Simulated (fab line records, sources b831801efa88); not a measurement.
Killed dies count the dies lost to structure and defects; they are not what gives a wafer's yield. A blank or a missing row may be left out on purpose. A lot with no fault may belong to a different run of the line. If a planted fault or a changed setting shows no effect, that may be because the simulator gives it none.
fab line records / flow sky130
[record] lots = 6 wafers = 18 lastDay = 50
route steps=708 shown CONTACT@406
lots untouched by any fault: they come from a run of this same line in which no faults occurred
startH: hours from the record's first day to the start of the lot's first wafer shown / waitH: hours elapsed since this lot's preceding step / " same as the row above / L1.1+2: a row that stands for several wafers / - no value, or no start given / * or withheld: withheld / < > ~ a bound
route shown NAME@n: NAME is a module with steps in the file, n the number in the route of the first one / usual: mean/standard deviation taken from wafers without a fault / same: alike in all rows / chamber/n: place in a boat / sites: readings site by site / _std_site: standard deviation across them / _edge_site: inner sites' mean taken away from outer sites' mean / radiusMm: for every site, how far away it sits from the centre of the wafer / mask NAME#n: copy n / behind: the tool/chamber that last shaped the wafer / hold: reason for holding the lot/hours on hold/outcome of the hold / device: the transistor (n, p or np) that didn't switch / end of line: the route-end tests of the same wafers / a step without rows: its recipe alone / killed: count of dies lost to structure and defects at first sort (not the wafer's yield) / map: the dies of a wafer, with x for killed, . for not killed, _ for no die there
set.NAME: the setting that was run; set.NAME@STEP: the one run at that earlier step / model.NAME: the simulator's own value behind a step, which no gauge read
lots at selected steps of the route; one table per step, one row per wafer
services: a tool's chamber out of use, with start hour (startH, from the record's first day; less than 0 if before it), hours out, and reason
[[steps]]
[step SKY_CONTACT_CVD_00]
[recipe] material = Si3N4 targetThkNm = 75 tempC = 400 timeS = withheld rfW = 450
[usual] heaterPowerW = 690/82
lot.wafer=L829.1 tool=pecvd-02 chamber=0 startH=707.19 waitH=0.0 heaterPowerW=773
lot.wafer=L829.3 tool=pecvd-02 chamber=1 startH=707.19 waitH=0.0 heaterPowerW=600
lot.wafer=L829.5 tool=pecvd-02 chamber=2 startH=707.19 waitH=0.0 heaterPowerW=677
lot.wafer=L834.1 tool=pecvd-02 chamber=1 startH=752.20 waitH=0.0 heaterPowerW=574
lot.wafer=L834.5 tool=pecvd-02 chamber=2 startH=752.20 waitH=0.0 heaterPowerW=703
lot.wafer=L834.6 tool=pecvd-02 chamber=1 startH=752.20 waitH=0.0 heaterPowerW=583
lot.wafer=L847.2 tool=pecvd-04 chamber=0 startH=861.23 waitH=0.0 heaterPowerW=667
lot.wafer=L847.4 tool=pecvd-04 chamber=2 startH=861.23 waitH=0.0 heaterPowerW=657
lot.wafer=L847.5 tool=pecvd-04 chamber=1 startH=861.23 waitH=0.0 heaterPowerW=579
lot.wafer=L849.1 tool=pecvd-03 chamber=0 startH=869.61 waitH=0.0 heaterPowerW=708
lot.wafer=L849.4 tool=pecvd-03 chamber=1 startH=869.61 waitH=0.0 heaterPowerW=771
lot.wafer=L849.6 tool=pecvd-03 chamber=0 startH=869.61 waitH=0.0 heaterPowerW=677
lot.wafer=L851.1 tool=pecvd-04 chamber=1 startH=905.55 waitH=0.0 heaterPowerW=671
lot.wafer=L851.3 tool=pecvd-04 chamber=0 startH=905.55 waitH=0.0 heaterPowerW=633
lot.wafer=L851.5 tool=pecvd-04 chamber=2 startH=905.55 waitH=0.0 heaterPowerW=663
lot.wafer=L850.1 tool=pecvd-02 chamber=0 startH=907.95 waitH=0.0 heaterPowerW=811
lot.wafer=L850.2 tool=pecvd-02 chamber=2 startH=907.95 waitH=0.0 heaterPowerW=656
lot.wafer=L850.4 tool=pecvd-02 chamber=2 startH=907.95 waitH=0.0 heaterPowerW=687
[step SKY_CONTACT_THK_MEAS_01]
[recipe] reads = Si3N4_of_CONTACT_CVD_00
[usual] CONTACT_CVD_00_THK = 75.0/0.82
lot.wafer=L829.1 tool=filmMetro-01 chamber=- startH=707.23 waitH=- CONTACT_CVD_00_THK[nm]=74.4
lot.wafer=L829.3 tool=filmMetro-01 chamber=- startH=707.23 waitH=- CONTACT_CVD_00_THK[nm]=74.1
lot.wafer=L829.5 tool=filmMetro-01 chamber=- startH=707.23 waitH=- CONTACT_CVD_00_THK[nm]=76.5
lot.wafer=L834.1 tool=filmMetro-01 chamber=- startH=752.24 waitH=- CONTACT_CVD_00_THK[nm]=74.9
lot.wafer=L834.5 tool=filmMetro-01 chamber=- startH=752.24 waitH=- CONTACT_CVD_00_THK[nm]=76.0
lot.wafer=L834.6 tool=filmMetro-01 chamber=- startH=752.24 waitH=- CONTACT_CVD_00_THK[nm]=76.2
lot.wafer=L847.2 tool=filmMetro-02 chamber=- startH=861.28 waitH=- CONTACT_CVD_00_THK[nm]=73.5
lot.wafer=L847.4 tool=filmMetro-02 chamber=- startH=861.28 waitH=- CONTACT_CVD_00_THK[nm]=75.1
lot.wafer=L847.5 tool=filmMetro-02 chamber=- startH=861.28 waitH=- CONTACT_CVD_00_THK[nm]=74.6
lot.wafer=L849.1 tool=filmMetro-03 chamber=- startH=869.65 waitH=- CONTACT_CVD_00_THK[nm]=74.6
lot.wafer=L849.4 tool=filmMetro-03 chamber=- startH=869.65 waitH=- CONTACT_CVD_00_THK[nm]=75.7
lot.wafer=L849.6 tool=filmMetro-03 chamber=- startH=869.65 waitH=- CONTACT_CVD_00_THK[nm]=75.5
lot.wafer=L851.1 tool=filmMetro-02 chamber=- startH=905.58 waitH=- CONTACT_CVD_00_THK[nm]=74.5
lot.wafer=L851.3 tool=filmMetro-02 chamber=- startH=905.58 waitH=- CONTACT_CVD_00_THK[nm]=74.1
lot.wafer=L851.5 tool=filmMetro-02 chamber=- startH=905.58 waitH=- CONTACT_CVD_00_THK[nm]=75.8
lot.wafer=L850.1 tool=filmMetro-03 chamber=- startH=908.00 waitH=- CONTACT_CVD_00_THK[nm]=74.7
lot.wafer=L850.2 tool=filmMetro-03 chamber=- startH=908.00 waitH=- CONTACT_CVD_00_THK[nm]=74.4
lot.wafer=L850.4 tool=filmMetro-03 chamber=- startH=908.00 waitH=- CONTACT_CVD_00_THK[nm]=75.7
[step SKY_CONTACT_HDPCVD_02]
[recipe] material = SiO2 targetThkNm = 565 sigmaOpenFrac = 0.3 timeS = 94.2 tempC = 600 sih4FlowSccm = 60 pressureMtorr = 6
[step SKY_CONTACT_THK_MEAS_03]
[recipe] reads = SiO2_of_CONTACT_HDPCVD_02
[usual] CONTACT_HDPCVD_THK = 565/6.2
lot.wafer=L829.1 tool=filmMetro-02 chamber=- startH=707.36 waitH=0.0 CONTACT_HDPCVD_THK[nm]=552
lot.wafer=L829.3 tool=filmMetro-02 chamber=- startH=707.36 waitH=0.0 CONTACT_HDPCVD_THK[nm]=559
lot.wafer=L829.5 tool=filmMetro-02 chamber=- startH=707.36 waitH=0.0 CONTACT_HDPCVD_THK[nm]=555
lot.wafer=L834.1 tool=filmMetro-01 chamber=- startH=752.37 waitH=0.0 CONTACT_HDPCVD_THK[nm]=559
lot.wafer=L834.5 tool=filmMetro-01 chamber=- startH=752.37 waitH=0.0 CONTACT_HDPCVD_THK[nm]=556
lot.wafer=L834.6 tool=filmMetro-01 chamber=- startH=752.37 waitH=0.0 CONTACT_HDPCVD_THK[nm]=566
lot.wafer=L847.2 tool=filmMetro-03 chamber=- startH=861.40 waitH=0.0 CONTACT_HDPCVD_THK[nm]=564
lot.wafer=L847.4 tool=filmMetro-03 chamber=- startH=861.40 waitH=0.0 CONTACT_HDPCVD_THK[nm]=560
lot.wafer=L847.5 tool=filmMetro-03 chamber=- startH=861.40 waitH=0.0 CONTACT_HDPCVD_THK[nm]=563
lot.wafer=L849.1 tool=filmMetro-01 chamber=- startH=869.78 waitH=0.0 CONTACT_HDPCVD_THK[nm]=572
lot.wafer=L849.4 tool=filmMetro-01 chamber=- startH=869.78 waitH=0.0 CONTACT_HDPCVD_THK[nm]=565
lot.wafer=L849.6 tool=filmMetro-01 chamber=- startH=869.78 waitH=0.0 CONTACT_HDPCVD_THK[nm]=567
lot.wafer=L851.1 tool=filmMetro-03 chamber=- startH=905.71 waitH=0.0 CONTACT_HDPCVD_THK[nm]=566
lot.wafer=L851.3 tool=filmMetro-03 chamber=- startH=905.71 waitH=0.0 CONTACT_HDPCVD_THK[nm]=568
lot.wafer=L851.5 tool=filmMetro-03 chamber=- startH=905.71 waitH=0.0 CONTACT_HDPCVD_THK[nm]=562
lot.wafer=L850.1 tool=filmMetro-02 chamber=- startH=908.13 waitH=0.0 CONTACT_HDPCVD_THK[nm]=570
lot.wafer=L850.2 tool=filmMetro-02 chamber=- startH=908.13 waitH=0.0 CONTACT_HDPCVD_THK[nm]=572
lot.wafer=L850.4 tool=filmMetro-02 chamber=- startH=908.13 waitH=0.0 CONTACT_HDPCVD_THK[nm]=569
[step SKY_CONTACT_CMP_04]
[recipe] material = SiO2 downForcePsi = 4 platenRpm = 60 padVelocityMS = 0.94248
[usual] motorCurrentA = 12.2/1.1 slurryFilterDpKPa = 13.51/0.14 timeToEndpointS = 81/3.7
lot.wafer=L829.3 tool=cmp-01 chamber=3 startH=707.42 waitH=0.0 motorCurrentA=11.0 slurryFilterDpKPa=13.65 timeToEndpointS=77
lot.wafer=L829.1 tool=cmp-01 chamber=1 startH=707.42 waitH=0.0 motorCurrentA=14.4 slurryFilterDpKPa=13.61 timeToEndpointS=82
lot.wafer=L829.5 tool=cmp-01 chamber=3 startH=707.42 waitH=0.0 motorCurrentA=11.6 slurryFilterDpKPa=13.34 timeToEndpointS=78
lot.wafer=L834.1 tool=cmp-02 chamber=0 startH=752.43 waitH=0.1 motorCurrentA=12.4 slurryFilterDpKPa=13.48 timeToEndpointS=80
lot.wafer=L834.5 tool=cmp-02 chamber=0 startH=752.43 waitH=0.1 motorCurrentA=12.4 slurryFilterDpKPa=13.69 timeToEndpointS=77
lot.wafer=L834.6 tool=cmp-02 chamber=1 startH=752.43 waitH=0.1 motorCurrentA=10.9 slurryFilterDpKPa=13.28 timeToEndpointS=81
lot.wafer=L847.2 tool=cmp-01 chamber=2 startH=861.45 waitH=0.0 motorCurrentA=13.0 slurryFilterDpKPa=13.51 timeToEndpointS=76
lot.wafer=L847.4 tool=cmp-01 chamber=0 startH=861.45 waitH=0.0 motorCurrentA=11.4 slurryFilterDpKPa=13.40 timeToEndpointS=74
lot.wafer=L847.5 tool=cmp-01 chamber=2 startH=861.45 waitH=0.0 motorCurrentA=13.0 slurryFilterDpKPa=13.37 timeToEndpointS=76
lot.wafer=L849.4 tool=cmp-01 chamber=3 startH=869.84 waitH=0.0 motorCurrentA=11.4 slurryFilterDpKPa=13.65 timeToEndpointS=77
lot.wafer=L849.1 tool=cmp-01 chamber=2 startH=869.84 waitH=0.0 motorCurrentA=13.3 slurryFilterDpKPa=13.55 timeToEndpointS=86
lot.wafer=L849.6 tool=cmp-01 chamber=0 startH=869.84 waitH=0.0 motorCurrentA=11.5 slurryFilterDpKPa=13.64 timeToEndpointS=79
lot.wafer=L851.1 tool=cmp-01 chamber=3 startH=905.77 waitH=0.1 motorCurrentA=11.7 slurryFilterDpKPa=13.65 timeToEndpointS=74
lot.wafer=L851.3 tool=cmp-01 chamber=1 startH=905.77 waitH=0.1 motorCurrentA=14.3 slurryFilterDpKPa=13.34 timeToEndpointS=80
lot.wafer=L851.5 tool=cmp-01 chamber=3 startH=905.77 waitH=0.1 motorCurrentA=11.1 slurryFilterDpKPa=13.52 timeToEndpointS=73
lot.wafer=L850.2 tool=cmp-02 chamber=0 startH=908.19 waitH=0.0 motorCurrentA=12.1 slurryFilterDpKPa=13.65 timeToEndpointS=87
lot.wafer=L850.4 tool=cmp-02 chamber=2 startH=908.19 waitH=0.0 motorCurrentA=13.3 slurryFilterDpKPa=13.55 timeToEndpointS=87
lot.wafer=L850.1 tool=cmp-02 chamber=3 startH=908.19 waitH=0.0 motorCurrentA=13.5 slurryFilterDpKPa=13.32 timeToEndpointS=84
[step SKY_CONTACT_BOW_MEAS_05]
[recipe] mode = bow
[usual] CONTACT_BOW = 80/7.3
lot.wafer=L829.1 tool=filmMetro-01 chamber=- startH=707.72 waitH=0.1 CONTACT_BOW[um]=74
lot.wafer=L829.3 tool=filmMetro-01 chamber=- startH=707.72 waitH=0.1 CONTACT_BOW[um]=67
lot.wafer=L829.5 tool=filmMetro-01 chamber=- startH=707.72 waitH=0.1 CONTACT_BOW[um]=78
lot.wafer=L834.1 tool=filmMetro-01 chamber=- startH=752.73 waitH=0.2 CONTACT_BOW[um]=91
lot.wafer=L834.5 tool=filmMetro-01 chamber=- startH=752.73 waitH=0.2 CONTACT_BOW[um]=72
lot.wafer=L834.6 tool=filmMetro-01 chamber=- startH=752.73 waitH=0.2 CONTACT_BOW[um]=74
lot.wafer=L847.2 tool=filmMetro-03 chamber=- startH=861.77 waitH=0.3 CONTACT_BOW[um]=81
lot.wafer=L847.4 tool=filmMetro-03 chamber=- startH=861.77 waitH=0.3 CONTACT_BOW[um]=84
lot.wafer=L847.5 tool=filmMetro-03 chamber=- startH=861.77 waitH=0.3 CONTACT_BOW[um]=85
lot.wafer=L849.1 tool=filmMetro-01 chamber=- startH=870.14 waitH=0.1 CONTACT_BOW[um]=78
lot.wafer=L849.4 tool=filmMetro-01 chamber=- startH=870.14 waitH=0.1 CONTACT_BOW[um]=89
lot.wafer=L849.6 tool=filmMetro-01 chamber=- startH=870.14 waitH=0.1 CONTACT_BOW[um]=79
lot.wafer=L851.1 tool=filmMetro-03 chamber=- startH=906.07 waitH=0.2 CONTACT_BOW[um]=83
lot.wafer=L851.3 tool=filmMetro-03 chamber=- startH=906.07 waitH=0.2 CONTACT_BOW[um]=77
lot.wafer=L851.5 tool=filmMetro-03 chamber=- startH=906.07 waitH=0.2 CONTACT_BOW[um]=70
lot.wafer=L850.1 tool=filmMetro-01 chamber=- startH=908.49 waitH=0.1 CONTACT_BOW[um]=75
lot.wafer=L850.2 tool=filmMetro-01 chamber=- startH=908.49 waitH=0.1 CONTACT_BOW[um]=87
lot.wafer=L850.4 tool=filmMetro-01 chamber=- startH=908.49 waitH=0.1 CONTACT_BOW[um]=71
[step SKY_CONTACT_DEHYDRATE_06]
[recipe] tempC = 200 timeS = 60
[step SKY_CONTACT_HMDS_07]
[recipe] primeTimeS = 57.17 primeTempC = 120
[step SKY_CONTACT_COAT_08]
[recipe] resist = BARC tempC = withheld timeS = withheld spinRpm = 3000 resistThkNm = 60
[step SKY_CONTACT_COAT_09]
[recipe] resist = KrF-thick spinRpm = 3000 resistThkNm = 450
[step SKY_CONTACT_SOFTBAKE_10]
[recipe] tempC = 100 timeS = 90 resist = KrF-thick
[step SKY_CONTACT_EXPOSE_11]
[recipe] maskId = CTM1 na = 0.8 sourceShape = annular sigmaInner = 0.55 sigmaOuter = 0.85 targetCdNm = 170 doseMj = 38
[step SKY_CONTACT_PEB_12]
[recipe] pebTempC = withheld pebTimeS = withheld resist = KrF-thick
[usual] chillPlateTempC = * exhaustPa = 44.8/0.81
lot.wafer=L829.1 tool=lithoTrack-04 chamber=0 startH=734 waitH=- chillPlateTempC=* exhaustPa=45.3
lot.wafer=L829.3 tool=lithoTrack-04 chamber=0 startH=734 waitH=- chillPlateTempC=* exhaustPa=43.8
lot.wafer=L829.5 tool=lithoTrack-04 chamber=0 startH=734 waitH=- chillPlateTempC=* exhaustPa=44.8
lot.wafer=L834.1 tool=lithoTrack-03 chamber=0 startH=779 waitH=- chillPlateTempC=* exhaustPa=45.4
lot.wafer=L834.5 tool=lithoTrack-03 chamber=0 startH=779 waitH=- chillPlateTempC=* exhaustPa=45.7
lot.wafer=L834.6 tool=lithoTrack-03 chamber=0 startH=779 waitH=- chillPlateTempC=* exhaustPa=44.9
lot.wafer=L847.2 tool=lithoTrack-02 chamber=0 startH=887 waitH=- chillPlateTempC=* exhaustPa=44.0
lot.wafer=L847.4 tool=lithoTrack-02 chamber=0 startH=887 waitH=- chillPlateTempC=* exhaustPa=44.6
lot.wafer=L847.5 tool=lithoTrack-02 chamber=0 startH=887 waitH=- chillPlateTempC=* exhaustPa=45.5
lot.wafer=L849.1 tool=lithoTrack-04 chamber=- startH=895 waitH=- chillPlateTempC=- exhaustPa=-
lot.wafer=L849.4 tool=lithoTrack-04 chamber=- startH=895 waitH=- chillPlateTempC=- exhaustPa=-
lot.wafer=L849.6 tool=lithoTrack-04 chamber=- startH=895 waitH=- chillPlateTempC=- exhaustPa=-
lot.wafer=L851.1 tool=lithoTrack-04 chamber=0 startH=930 waitH=- chillPlateTempC=* exhaustPa=43.8
lot.wafer=L851.3 tool=lithoTrack-04 chamber=0 startH=930 waitH=- chillPlateTempC=* exhaustPa=42.9
lot.wafer=L851.5 tool=lithoTrack-04 chamber=0 startH=931 waitH=- chillPlateTempC=* exhaustPa=43.8
lot.wafer=L850.1 tool=lithoTrack-04 chamber=- startH=932 waitH=- chillPlateTempC=- exhaustPa=-
lot.wafer=L850.2 tool=lithoTrack-04 chamber=- startH=932 waitH=- chillPlateTempC=- exhaustPa=-
lot.wafer=L850.4 tool=lithoTrack-04 chamber=- startH=932 waitH=- chillPlateTempC=- exhaustPa=-
[step SKY_CONTACT_DEVELOP_13]
[recipe] developTimeS = 60 resist = KrF-thick devTempC = 21
[[services]]
tool=cmp-01 chamber=- startH=684.13 hours=0.7 kind=repair
tool=cmp-02 chamber=- startH=717.35 hours=4.5 kind=pm
tool=pecvd-02 chamber=2 startH=722.63 hours=19.2 kind=repair
tool=pecvd-02 chamber=- startH=735.07 hours=3.8 kind=repair
tool=cmp-02 chamber=- startH=735.13 hours=5.7 kind=pm
tool=cmp-01 chamber=- startH=737.94 hours=1.7 kind=repair
tool=cmp-02 chamber=- startH=745.24 hours=4.0 kind=pm
tool=cmp-02 chamber=- startH=757.26 hours=14.4 kind=pm
tool=pecvd-03 chamber=- startH=767.29 hours=5.5 kind=pm
tool=cmp-02 chamber=- startH=794.43 hours=1.6 kind=repair
tool=cmp-01 chamber=- startH=796.01 hours=6.2 kind=pm
tool=pecvd-04 chamber=- startH=798.79 hours=0.9 kind=repair
tool=cmp-01 chamber=- startH=809.56 hours=2.5 kind=repair
tool=cmp-01 chamber=- startH=812.01 hours=4.8 kind=pm
tool=cmp-01 chamber=- startH=836.27 hours=0.3 kind=repair
tool=cmp-01 chamber=- startH=848.59 hours=3.6 kind=repair
tool=pecvd-04 chamber=- startH=854.38 hours=2.8 kind=repair
tool=pecvd-02 chamber=- startH=862.02 hours=14.6 kind=pm
tool=cmp-01 chamber=- startH=896.91 hours=1.7 kind=repair
tool=cmp-02 chamber=- startH=901.17 hours=2.3 kind=repair
tool=pecvd-04 chamber=0 startH=905.96 hours=10.8 kind=repair
tool=cmp-01 chamber=- startH=913.27 hours=2.5 kind=repair
tool=cmp-01 chamber=- startH=919.28 hours=4.0 kind=pm
tool=cmp-02 chamber=- startH=931.80 hours=2.9 kind=repair
[[key]]
[firstSign] step = SKY_CONTACT_PEB_12 reading = toolRecord direction = missing
effect none on later readings
metAt SKY_CONTACT_PEB_12
struckWafers L849.1,L849.4,L849.6,L850.1,L850.2,L850.4
laterRowsLeftOut L849.1,L849.4,L849.6,L850.1,L850.2,L850.4
sortLeftOut L849.1,L849.4,L849.6,L850.1,L850.2,L850.4
testerLeftOut L849,L850
onsetBetween 734 895
[fault] kind = skippedStepWhole tool = lithoTrack-04 chamber = - onsetH = 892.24 steps = SKY_CONTACT_PEB_12 scope = struckLotsOnly
// testerLeftOut: of these lots the tester's yield and bins aren't shown, on N5 and GAA mostly nor the transistor test; their killed dies are dies lost to structure and defects alone, not to doping, threshold or leakage, so they don't give the yield
// sortLeftOut: the simulated sort isn't trusted on such a fault, so these wafers' sort isn't shown, and their yield isn't known
// laterRowsLeftOut: the simulator's readings of these wafers behind a module that went badly wrong aren't trusted and aren't shown, but for the sort
